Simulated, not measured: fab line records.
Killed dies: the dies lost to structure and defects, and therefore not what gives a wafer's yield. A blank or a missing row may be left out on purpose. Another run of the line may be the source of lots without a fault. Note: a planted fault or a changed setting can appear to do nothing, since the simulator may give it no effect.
What tool caused it?	flow gf180mcu	13 lots, 39 wafers sampled, at 4 steps of a route of 602

WHAT EACH GAUGE READ, for each wafer
GF_V5_CD_MEAS_14: the cd target is 260 nm. Usual: cd_nm reads 260.1 nm (standard deviation 1.4).
lot	measured	on	cd_nm (nm)	flag
L174	day 27 19:37	cd_sem-02	261.1 260.0 259.6	
L175	day 28 07:05	cd_sem-02	257.2 258.4 259.3	
L177	day 28 15:04	cd_sem-02	263.5 263.1 261.8	
L179	day 29 11:18	cd_sem-02	259.5 260.3 259.5	
L184	day 30 21:57	cd_sem-02	261.6 260.9 262.4	
L188	day 31 23:57	cd_sem-02	259.7 260.9 259.4	
L189	day 32 17:35	cd_sem-01	259.4 258.7 258.9	
L190	day 32 18:24	cd_sem-02	259.2 260.6 260.3	
L191	day 33 00:34	cd_sem-02	260.7 261.1 260.2	
L192	day 33 02:04	cd_sem-01	260.7 261.0 260.2	
L193	day 33 05:41	cd_sem-02	260.9 261.4 261.8	
L195	day 33 14:04	cd_sem-02	262.9 260.7 260.3	
L194	day 33 16:18	cd_sem-02	260.3 261.1 260.3	

GF_TOP_METAL_OVL_MEAS_15. Usual: for TOP_METAL_OVL the level is 0.1 nm and the standard deviation is 1.5.
lot	measured	on	TOP_METAL_OVL (nm)	flag
L174	day 28 16:52	overlay-01	2.0 1.5 -0.3	
L175	day 29 03:52	overlay-02	-0.7 -0.9 -1.4	
L177	day 29 11:03	overlay-02	-0.1 -0.8 0.8	
L179	day 30 07:10	overlay-01	0.0 -0.7 -0.9	
L184	day 31 16:59	overlay-01	1.4 -0.4 -1.3	
L188	day 32 18:05	overlay-01	0.5 0.7 1.5	
L189	day 33 10:13	overlay-01	-1.4 -2.6 -2.4	
L190	day 33 10:54	overlay-01	1.2 3.3 1.6	
L191	day 33 17:55	overlay-01	0.6 -0.8 1.1	
L192	day 33 19:41	overlay-01	-1.3 -1.5 0.8	
L193	day 33 22:36	overlay-01	-0.9 0.9 -0.1	
L195	day 34 07:12	overlay-02	-1.3 -1.2 -2.5	
L194	day 34 09:19	overlay-01	3.3 3.5 2.9	

GF_PASSIVATION_THK_MEAS_03. Usual: for PASSIVATION_CVD_02_THK the level is 705 nm and the standard deviation is 11.
lot	measured	on	PASSIVATION_CVD_02_THK (nm)	flag
L174	day 28 18:03	film_metro-03	692 694 713	
L175	day 29 05:04	film_metro-02	689 702 702	
L177	day 29 12:26	film_metro-02	688 708 705	
L179	day 30 08:22	film_metro-02	701 698 705	
L184	day 31 18:10	film_metro-01	712 726 714	
L188	day 32 19:16	film_metro-02	707 691 713	
L189	day 33 11:25	film_metro-03	695 697 692	
L190	day 33 12:05	film_metro-01	693 691 711	
L191	day 33 19:13	film_metro-02	695 706 716	
L192	day 33 20:53	film_metro-02	706 714 726	
L193	day 33 23:47	film_metro-02	705 690 697	
L195	day 34 08:23	film_metro-03	697 706 696	
L194	day 34 10:44	film_metro-02	677 699 696	

EACH LOT AND THE TOOL THAT RAN IT (in order: tool; ch and the chambers of the sampled wafers; start)
lot	GF_V4_STRIP_18
L174	plasma_asher-02 ch 0,1, day 25 02:16
L175	plasma_asher-03 ch 0,1, day 25 13:44
L177	plasma_asher-04 ch 0, day 25 23:08
L179	plasma_asher-04 ch 0,1, day 26 23:14
L184	plasma_asher-04 ch 0,1, day 28 11:17
L188	plasma_asher-03 ch 0,1, day 29 15:49
L189	plasma_asher-03 ch 0,1, day 30 10:29
L190	plasma_asher-02 ch 0,1, day 30 12:08
L191	plasma_asher-04 ch 0,1, day 30 18:26
L192	plasma_asher-04 ch 0,1, day 30 19:52
L193	plasma_asher-04 ch 0,1, day 31 00:07
L195	plasma_asher-03 ch 0, day 31 10:02
L194	plasma_asher-03 ch 0, day 31 11:44
- GF_V4_STRIP_18: strips in O2/N2.

WHAT THE TOOLS THEMSELVES READ (means of the sampled wafers that have a number; where no wafer has one, the mark that the record gives instead)
GF_V4_STRIP_18. Usual: drypump_motor_current_A 6.2 A, standard deviation 0.3; heater_power_w 334 W, standard deviation 26; n2_flow_sccm 300.0 sccm, standard deviation 0.87; oes_product_au 0.593 a.u., standard deviation 0.005.
lot	tool	drypump_motor_current_A (A)	heater_power_w (W)	n2_flow_sccm (sccm)	oes_product_au (a.u.)	flag
L174	plasma_asher-02	6.4	335	299.1	0.593	
L175	plasma_asher-03	5.9	339	299.1	0.594	
L177	plasma_asher-04	6.7	335	300.1	0.594	
L179	plasma_asher-04	6.3	304	300.2	0.598	
L184	plasma_asher-04	6.4	301	300.1	0.592	
L188	plasma_asher-03	5.8	354	300.2	0.592	
L189	plasma_asher-03	5.8	355	300.7	0.598	
L190	plasma_asher-02	6.4	343	301.3	0.589	
L191	plasma_asher-04	6.5	316	300.0	0.597	
L192	plasma_asher-04	6.5	323	300.2	0.595	
L193	plasma_asher-04	6.4	303	299.0	0.590	
L195	plasma_asher-03	6.0	323	300.9	0.594	
L194	plasma_asher-03	6.0	321	299.5	0.598	

THE ANSWER, worked out from the rows above alone
Rule: a lot counts as off when the mean over its wafers that have a number is more than 3 standard deviations away from the usual mean. Also off: a lot with no number at a reading for which 4 or more lots have one. Where the step has rows for the other lots, those lots are counted as sound. The gauges are gone through in route order, then the tools' own readings, and for those a lot's mean is taken as printed above. The first step at which some lot is off is used, and at that step the reading that is off furthest; a lot without a number counts as furthest.
None of the lots is off at any reading shown; this tells nothing.

WHAT THE SIMULATOR PUT IN
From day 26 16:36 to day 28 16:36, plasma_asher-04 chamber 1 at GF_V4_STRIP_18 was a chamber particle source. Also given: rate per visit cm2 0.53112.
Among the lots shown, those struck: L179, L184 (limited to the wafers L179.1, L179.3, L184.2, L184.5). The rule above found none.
